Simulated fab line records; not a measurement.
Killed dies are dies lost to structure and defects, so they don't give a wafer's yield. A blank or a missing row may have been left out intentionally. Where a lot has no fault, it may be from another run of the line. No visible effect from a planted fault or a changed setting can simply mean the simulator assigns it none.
fab line records	flow gf180mcu
record: lots: 13	wafers: 38	last-day: 34
route steps=602 shown DNWELL@41 NWELL@52 DUAL_GATE@144 POLY_GATE@165
lots untouched by any fault: they come from a run of this same line in which no faults occurred
start-h: hours from the record's first day to the start of the lot's first wafer shown	wait-h: time in hours since the lot's previous step	" repeats the value in the row above	L1.1+2: one row covering several wafers at once	- value missing, or start not given	* or withheld: withheld	< > ~ a bound
route shown NAME@n: names a module that has steps shown in the file, with the first one's number in the route	usual: average and standard deviation across the fault-free wafers	same: alike in all rows	chamber/n: place in a boat	sites: per-site readings	_std_site: their standard deviation	_edge_site: inner sites' mean taken away from outer sites' mean	radius-mm: how far each site lies from the wafer's centre	mask NAME#n: copy n	behind: the last tool/chamber to shape the wafer	hold: why the lot went on hold/how many hours it stayed there/how the hold came to an end	device: whichever transistor did not switch (one of n, p or np)	end of line: the route-end tests of the same wafers	where a step has no rows: the recipe by itself	killed: count of dies lost to structure and defects at first sort (not the wafer's yield)	map: a wafer's dies, marking killed ones x, the rest . and places with no die _
set.NAME: the setting that was run; set.NAME@STEP: the one run at that earlier step	model.NAME: the simulator's own value behind a step, which no gauge read
route steps across a sampled set of lots; one table per step, one row per wafer
services: from which hour (start-h, from the record's first day; less than 0 if before it) a tool's chamber was out of use, for how many hours, and why
== steps ==
step: GF_DNWELL_TW_MEAS_09
usual: DNWELL_TW: 1345/12
lot.wafer	tool	chamber	start-h	wait-h	DNWELL_TW
L196.1	film-metro-04	-	62.34	0.1	1348
L196.2	"	-	"	"	1348
L196.5	"	-	"	"	1346
L193.1	film-metro-03	-	63.29	0.1	1349
L193.4	"	-	"	"	1359
L193.5	"	-	"	"	1348
L197.1	film-metro-03	-	68.64	0.1	1358
L197.3	"	-	"	"	1366
L197.5	"	-	"	"	1361
L199.3	film-metro-04	-	73.96	0.1	1334
L199.4	"	-	"	"	1341
L199.6	"	-	"	"	1344
L204.1	film-metro-03	-	98.54	0.1	1356
L204.6	"	-	"	"	1358
L206.1	film-metro-03	-	109.38	0.1	1341
L206.3	"	-	"	"	1334
L206.5	"	-	"	"	1338
L208.2	film-metro-03	-	119.64	0.1	1345
L208.3	"	-	"	"	1347
L208.4	"	-	"	"	1349
L210.3	film-metro-02	-	130.05	0.1	1334
L210.4	"	-	"	"	1336
L210.5	"	-	"	"	1342
L211.1	film-metro-04	-	133.98	0.1	1340
L211.2	"	-	"	"	1340
L211.4	"	-	"	"	1338
L213.1	film-metro-03	-	147.13	0.1	1364
L213.5	"	-	"	"	1362
L213.6	"	-	"	"	1363
L214.2	film-metro-04	-	151.50	0.1	1342
L214.3	"	-	"	"	1345
L214.4	"	-	"	"	1337
L215.3	film-metro-03	-	156.95	0.1	1364
L215.4	"	-	"	"	1367
L215.5	"	-	"	"	1359
L216.3	film-metro-02	-	161.80	0.1	1325
L216.4	"	-	"	"	1332
L216.6	"	-	"	"	1323
step: GF_NWELL_STRIP_10
recipe: chemistry: O2/N2	power-w: 1400	pressure-mtorr: 1500	platen-temp-c: 250	o2-flow-sccm: 3000	n2-flow-sccm: 300	overash-fraction: 0.5
usual: drypump-motor-current-A: 6.05/0.077	heater-power-w: 347/29	n2-flow-sccm: 299.8/0.95	o2-flow-sccm: 3000/8.5	oes-product-au: 0.723/0.0045	strip-time-to-endpoint-s: 36.99/0.11
same: overash-fraction: 0.5
lot.wafer	tool	chamber	start-h	wait-h	drypump-motor-current-A	heater-power-w	n2-flow-sccm	o2-flow-sccm	oes-product-au	rf-hours-counter-h	strip-time-to-endpoint-s
L196.1	plasma-asher-04	1	75.37	0.1	5.96	332	299.1	2974	0.721	43	36.89
L196.2	"	0	"	"	6.04	320	300.7	2996	0.722	43	37.04
L196.5	"	0	"	"	6.02	330	300.8	2996	0.718	-	36.95
L193.1	plasma-asher-02	0	75.72	0.1	6.21	426	300.2	2993	0.725	42	37.04
L193.4	"	0	"	"	6.20	430	300.9	2992	0.722	-	37.05
L193.5	"	1	"	"	5.99	327	300.1	3007	0.714	-	37.10
L197.1	plasma-asher-03	1	81.57	0.1	6.02	355	301.6	3001	0.726	42	36.92
L197.3	"	0	"	"	6.07	347	299.1	2999	0.722	-	36.91
L197.5	"	0	"	"	6.07	345	299.0	3011	0.722	-	36.90
L199.3	plasma-asher-04	1	86.71	0.1	5.95	340	299.6	2987	0.723	-	37.01
L199.4	"	0	"	"	6.02	335	299.3	2998	0.721	-	36.96
L199.6	"	1	"	"	5.97	333	298.4	2994	0.719	-	36.88
L204.1	plasma-asher-03	1	111.93	0.1	6.04	345	297.7	2994	0.714	45	36.90
L204.6	"	0	"	"	6.10	344	300.5	3003	0.722	-	36.86
L206.1	plasma-asher-04	1	121.02	0.1	5.92	325	299.4	2997	0.724	49	37.03
L206.3	"	0	"	"	6.02	330	301.1	2991	0.729	-	36.99
L206.5	"	1	"	"	5.96	343	299.2	3003	0.729	-	36.98
L208.2	plasma-asher-04	1	133.87	0.1	6.00	328	300.6	3007	0.733	50	37.12
L208.3	"	0	"	"	6.01	326	300.5	3005	0.718	-	37.03
L208.4	"	1	"	"	5.94	326	301.0	2993	0.721	-	37.01
L210.3	plasma-asher-03	1	144.76	0.1	6.01	349	298.8	3007	0.717	-	36.96
L210.4	"	0	"	"	6.11	340	299.5	2995	0.720	-	36.84
L210.5	"	1	"	"	6.02	352	299.9	2998	0.721	-	36.85
L211.1	plasma-asher-03	1	148.72	0.1	6.05	341	300.6	2995	0.725	49	36.94
L211.2	"	0	"	"	6.10	335	298.7	3005	0.724	49	36.92
L211.4	"	1	"	"	6.02	354	298.6	2988	0.725	-	36.98
L213.1	plasma-asher-02	0	163.38	0.1	6.19	412	299.6	3004	0.725	5	36.94
L213.5	"	1	"	"	6.01	327	300.4	3012	0.719	-	36.82
L213.6	"	0	"	"	6.18	428	300.7	3001	0.722	-	36.91
L214.2	plasma-asher-02	0	166.28	0.1	6.21	419	299.7	3010	0.721	5	36.74
L214.3	"	0	"	"	6.21	412	299.8	3006	0.729	-	36.71
L214.4	"	1	"	"	5.97	338	298.2	3004	0.727	-	36.66
L215.3	plasma-asher-02	0	172.76	0.1	6.19	426	298.0	2995	0.740	-	37.01
L215.4	"	1	"	"	6.06	329	298.8	3010	0.720	-	36.90
L215.5	"	1	"	"	6.03	322	300.9	3008	0.724	-	37.09
L216.3	plasma-asher-03	0	177.81	0.1	6.13	347	297.8	3018	0.725	-	36.91
L216.4	"	1	"	"	5.99	344	300.5	2991	0.727	-	37.08
L216.6	"	1	"	"	5.99	347	299.0	3002	0.725	-	36.91
step: GF_DUAL_GATE_THK_MEAS_03
recipe: reads: SiO2_of_DUAL_GATE_OXIDATION_02
usual: DUAL_GATE_OXIDATION_00_THK: 10.89/0.18
lot.wafer	tool	chamber	start-h	wait-h	DUAL_GATE_OXIDATION_00_THK[nm]
L196.1	film-metro-04	-	175.94	0.0	10.82
L196.2	"	-	"	"	10.96
L196.5	"	-	"	"	10.91
L193.1	film-metro-02	-	177.73	0.0	11.11
L193.4	"	-	"	"	11.02
L193.5	"	-	"	"	11.05
L197.1	film-metro-04	-	181.55	0.0	10.71
L197.3	"	-	"	"	10.68
L197.5	"	-	"	"	10.81
L199.3	film-metro-01	-	187.52	0.0	10.70
L199.4	"	-	"	"	10.65
L199.6	"	-	"	"	10.67
L204.1	film-metro-02	-	217.96	0.0	10.96
L204.6	"	-	"	"	10.74
L206.1	film-metro-04	-	230.89	0.0	11.13
L206.3	"	-	"	"	11.03
L206.5	"	-	"	"	11.16
L208.2	film-metro-01	-	246.27	0.0	10.81
L208.3	"	-	"	"	11.00
L208.4	"	-	"	"	10.88
L210.3	film-metro-04	-	258.33	0.0	10.58
L210.4	"	-	"	"	10.62
L210.5	"	-	"	"	10.67
L211.1	film-metro-04	-	263.45	0.0	10.72
L211.2	"	-	"	"	10.68
L211.4	"	-	"	"	10.63
L213.1	film-metro-01	-	283.17	0.0	10.76
L213.5	"	-	"	"	10.72
L213.6	"	-	"	"	10.83
L214.2	film-metro-04	-	288.19	0.0	10.84
L214.3	"	-	"	"	10.74
L214.4	"	-	"	"	11.08
L215.3	film-metro-04	-	295.37	0.0	11.04
L215.4	"	-	"	"	11.16
L215.5	"	-	"	"	10.94
L216.3	film-metro-01	-	299.01	0.0	10.92
L216.4	"	-	"	"	11.00
L216.6	"	-	"	"	11.02
step: GF_POLY_GATE_PEB_08
recipe: peb-temp-c: 135	peb-time-s: 90	resist: KrF
usual: heater-power-total-W: 85.71/0.079
lot.wafer	tool	chamber	start-h	wait-h	heater-power-total-W
L196.1	litho-track-02	0	210.33	-	85.63
L196.2	"	0	"	"	85.76
L196.5	"	0	"	"	85.74
L193.1	litho-track-02	0	212.78	-	85.59
L193.4	"	0	"	"	85.69
L193.5	"	0	"	"	85.71
L197.1	litho-track-03	0	215.64	-	85.72
L197.3	"	0	"	"	85.53
L197.5	"	0	"	"	85.66
L199.3	litho-track-02	0	223.20	-	85.83
L199.4	"	0	"	"	85.55
L199.6	"	0	"	"	85.67
L204.1	litho-track-02	0	255.48	-	104.55
L204.6	"	0	"	"	85.75
L206.1	litho-track-04	0	270.49	-	85.59
L206.3	"	0	"	"	85.58
L206.5	"	0	"	"	85.64
L208.2	litho-track-04	0	286.07	-	85.76
L208.3	"	0	"	"	85.65
L208.4	"	0	"	"	85.80
L210.3	litho-track-04	0	298.96	-	85.74
L210.4	"	0	"	"	85.80
L210.5	"	0	"	"	85.80
L211.1	litho-track-03	0	306.68	-	85.68
L211.2	"	0	"	"	85.70
L211.4	"	0	"	"	85.73
L213.1	litho-track-04	0	325.19	-	85.67
L213.5	"	0	"	"	85.75
L213.6	"	0	"	"	85.75
L214.2	litho-track-04	0	331.42	-	85.77
L214.3	"	0	"	"	85.75
L214.4	"	0	"	"	85.51
L215.3	litho-track-04	0	340.86	-	85.88
L215.4	"	0	"	"	85.71
L215.5	"	0	"	"	85.60
L216.3	litho-track-03	0	346.55	-	85.60
L216.4	"	0	"	"	85.68
L216.6	"	0	"	"	85.72
step: GF_POLY_GATE_CD_MEAS_10
recipe: target-cd-nm: 280
usual: cd-nm: 280.3/1.1
lot.wafer	tool	chamber	start-h	wait-h	hold	cd-nm
L196.1	cd-sem-01	-	210.68	0.1	-	280.1
L196.2	"	-	"	"	-	281.3
L196.5	"	-	"	"	-	279.6
L193.1	cd-sem-01	-	213.27	0.3	-	278.9
L193.4	"	-	"	"	-	278.8
L193.5	"	-	"	"	-	278.8
L197.1	cd-sem-02	-	215.99	0.1	-	279.4
L197.3	"	-	"	"	-	280.9
L197.5	"	-	"	"	-	279.7
L199.3	cd-sem-01	-	223.52	0.1	-	281.4
L199.4	"	-	"	"	-	281.1
L199.6	"	-	"	"	-	282.4
L204.1	cd-sem-01	-	255.83	0.1	await-dispo/0.2h/release	297.8
L204.6	"	-	"	"	await-dispo/0.2h/release	280.4
L204.1	cd-sem-01	-	256.25	0.4	-	298.0
L204.6	"	-	"	"	-	280.2
L206.1	cd-sem-02	-	270.84	0.1	-	281.2
L206.3	"	-	"	"	-	281.6
L206.5	"	-	"	"	-	282.2
L208.2	cd-sem-02	-	286.41	0.1	-	279.2
L208.3	"	-	"	"	-	280.2
L208.4	"	-	"	"	-	279.7
L210.3	cd-sem-01	-	299.28	0.1	-	280.5
L210.4	"	-	"	"	-	281.5
L210.5	"	-	"	"	-	280.8
L211.1	cd-sem-02	-	307.03	0.1	-	281.4
L211.2	"	-	"	"	-	280.9
L211.4	"	-	"	"	-	280.3
L213.1	cd-sem-01	-	325.54	0.1	-	279.4
L213.5	"	-	"	"	-	279.4
L213.6	"	-	"	"	-	278.9
L214.2	cd-sem-01	-	331.76	0.1	-	281.4
L214.3	"	-	"	"	-	280.1
L214.4	"	-	"	"	-	280.6
L215.3	cd-sem-02	-	341.18	0.1	-	280.6
L215.4	"	-	"	"	-	280.9
L215.5	"	-	"	"	-	281.3
L216.3	cd-sem-02	-	346.87	0.1	-	280.0
L216.4	"	-	"	"	-	280.4
L216.6	"	-	"	"	-	280.8
== services ==
tool	chamber	start-h	hours	kind
plasma-asher-04	-	64.37	1.3	repair
plasma-asher-03	-	103.55	2.8	pm
plasma-asher-02	-	108.75	9.0	pm
plasma-asher-02	0	108.75	13.8	vent-cycle
plasma-asher-02	1	108.75	13.8	vent-cycle
plasma-asher-02	-	110.09	12.5	repair
plasma-asher-02	0	117.75	-	clean
plasma-asher-02	1	117.75	-	clean
plasma-asher-02	-	176.75	2.1	repair
plasma-asher-02	-	199.56	2.5	repair
plasma-asher-02	-	238.67	1.4	repair
plasma-asher-03	-	241.56	10.0	pm
plasma-asher-02	-	279.30	4.5	repair
plasma-asher-03	-	291.79	12.4	repair
plasma-asher-02	-	300.37	22.3	repair
== key ==
first-sign: step: GF_POLY_GATE_PEB_08	reading: heater-power-total-W	direction: up	sigmas: 99+	usual: 85.71	struck: 104.55
effect: step: GF_POLY_GATE_CD_MEAS_10	reading: visit	direction: added
effect: step: GF_POLY_GATE_CD_MEAS_10	reading: cd-nm	direction: up	sigmas: 16	usual: 280.3	struck: 297.8
met-at GF_POLY_GATE_PEB_08
struck-lots L204
struck-wafers L204.1
tester-left-out L204
not-acting-at GF_DNWELL_TW_MEAS_09,GF_NWELL_STRIP_10,GF_DUAL_GATE_THK_MEAS_03
onset-between 223.20 255.48
fault: kind: process-parameter-drift	tool: litho-track-02	chamber: -	onset-h: 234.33	steps: GF_POLY_GATE_PEB_08	channel: peb-time-s	offset: *	shape: step	end-h: 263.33	scope: struck-wafers-only	acts-in: *	stated: *
tester-left-out: of these lots the tester's yield and bins aren't shown, on N5 and GAA mostly nor the transistor test; their killed dies are dies lost to structure and defects alone, not to doping, threshold or leakage, so they don't give the yield
